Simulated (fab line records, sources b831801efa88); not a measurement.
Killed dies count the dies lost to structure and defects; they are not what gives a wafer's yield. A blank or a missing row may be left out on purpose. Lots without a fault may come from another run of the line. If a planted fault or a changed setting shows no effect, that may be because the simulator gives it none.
Split-lot experiment + flow sky130 + on a route of 708 steps: 5 lots, 23 wafers read

## ABOUT THE SPLIT
At SKY_METAL1_EXPOSE_12 (exposes mask MM1, target cd 140 nm), the setting dose-mj was moved away from the recipe's 28 on 7 of the 23 wafers read, by -7.2% to +2.0%. This setting was run at the recipe's value on the other wafers.

## FROM THE SPLIT TO THE READING: what the file shows between them, 2 steps
- SKY_METAL1_PEB_13
- SKY_METAL1_DEVELOP_14: develop time 60 s

## THE READING
cd-nm, in nm, at SKY_METAL1_CD_MEAS_15 (target cd 140 nm). A value of 140.4 nm with a standard deviation of 1.7 nm is what fault-free wafers of this fab line usually give.

| wafer  | tool, chamber at the split | dose-mj as run | against the recipe | cd-nm, nm | against lot-mates on the recipe |
|--------|----------------------------|----------------|--------------------|-----------|---------------------------------|
| L076.2 | krf-scanner-01, 0          | 28             | recipe             | 138.8     | -                               |
| L076.3 | krf-scanner-01, 0          | 25.98          | -7.2%              | 152.9     | +13.7                           |
| L076.4 | krf-scanner-01, 0          | 28             | recipe             | 138.8     | -                               |
| L076.5 | krf-scanner-01, 0          | 25.98          | -7.2%              | 153.9     | +14.7                           |
| L076.6 | krf-scanner-01, 0          | 28             | recipe             | 140.0     | -                               |
| L080.1 | krf-scanner-02, 0          | 28             | recipe             | 137.7     | -                               |
| L080.3 | krf-scanner-02, 0          | 26.06          | -6.9%              | 152.1     | +13.3                           |
| L080.4 | krf-scanner-02, 0          | 26.06          | -6.9%              | 153.9     | +15.2                           |
| L080.5 | krf-scanner-02, 0          | 26.06          | -6.9%              | 153.5     | +14.8                           |
| L080.6 | krf-scanner-02, 0          | 28             | recipe             | 139.8     | -                               |
| L081.1 | krf-scanner-01, 0          | 28             | recipe             | 142.1     | -                               |
| L081.2 | krf-scanner-01, 0          | 28             | recipe             | 141.2     | -                               |
| L081.3 | krf-scanner-01, 0          | 28             | recipe             | 141.4     | -                               |
| L081.4 | krf-scanner-01, 0          | 28             | recipe             | 140.1     | -                               |
| L081.6 | krf-scanner-01, 0          | 28             | recipe             | 141.7     | -                               |
| L082.1 | krf-scanner-01, 0          | 28             | recipe             | 142.1     | -                               |
| L082.2 | krf-scanner-01, 0          | 28.56          | +2.0%              | 138.4     | -3.4                            |
| L082.4 | krf-scanner-01, 0          | 28             | recipe             | 141.4     | -                               |
| L082.5 | krf-scanner-01, 0          | 28.56          | +2.0%              | 137.8     | -4.0                            |
| L082.6 | krf-scanner-01, 0          | 28             | recipe             | 141.8     | -                               |
| L084.3 | krf-scanner-02, 0          | 28             | recipe             | 140.2     | -                               |
| L084.5 | krf-scanner-02, 0          | 28             | recipe             | 139.4     | -                               |
| L084.6 | krf-scanner-02, 0          | 28             | recipe             | 140.0     | -                               |

THE FIT
A straight line over all 23 wafers: cd-nm changes by -1.78 nm for each +1% of dose-mj; r = -0.98; the points scatter about the line by 1.2 nm.
The same after taking each lot's own level away (the mean of its wafers on the recipe; 23 wafers): -2.02 nm for each +1%; r = -0.99; scatter 0.67 nm.
According to that fit, moving dose-mj by its largest amount changes the reading by 15 nm.
Across the lots, their own levels run from 138.75 to 141.77 nm, a range of 1.8 times the standard deviation given above.
So the slope is not independent of the lot-to-lot level: the two fits are not the same.
Check: for one of the wafers moved furthest among these (-7.2%), held out of the fit, the line's prediction against its lot-mates is +14.9 nm. Against them it came out at +13.7 nm.

## THE OTHER SPLITS THESE WAFERS WENT THROUGH
Other splits were also applied to these wafers ahead of the reading. Each is held against what the fit with the lots' levels taken away leaves over:
| other split on the same wafers                 | wafers away from the commonest value | r with cd-nm (lot level and that fit taken away) |
|------------------------------------------------|--------------------------------------|--------------------------------------------------|
| SKY_LOCAL_INTERCONNECT_SPUTTER_00 power-w      | 5                                    | +0.00                                            |
| SKY_LOCAL_INTERCONNECT_SOFTBAKE_07 time-s      | 7                                    | +0.25                                            |
| SKY_LOCAL_INTERCONNECT_STRIP_15 pressure-mtorr | 18                                   | -0.09                                            |
| SKY_CONTACT_HDPCVD_02 time-s                   | 6                                    | -0.17                                            |
| SKY_METAL1_SPUTTER_00 time-s                   | 9                                    | -0.23                                            |

## THE WHOLE CHAIN: every reading that the file lists as answering this split, in the file's order
| step                     | what it does                                                                    | reading                                                       | change (the file's fit)              | r (the file's) |
|--------------------------|---------------------------------------------------------------------------------|---------------------------------------------------------------|--------------------------------------|----------------|
| SKY_METAL1_CD_MEAS_15    | target cd 140 nm                                                                | cd-nm                                                         | -2.01 nm for each +1% of the setting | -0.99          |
| SKY_METAL1_DESCUM_17     | chemistry O2, time 8 s                                                          | METAL1.cd-nm (the simulator's own value, which no gauge read) | -2.02 nm for each +1% of the setting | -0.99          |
| SKY_METAL1_METAL_ETCH_19 | etches the open film in Cl2/BCl3, stops on SiO2, target depth 360 nm, time 78 s | METAL1.cd-nm (the simulator's own value, which no gauge read) | -1.87 nm for each +1% of the setting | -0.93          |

## THE FILE'S OWN FIT
cd-nm changes by -2.01 nm for each +1% of dose-mj, r = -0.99.
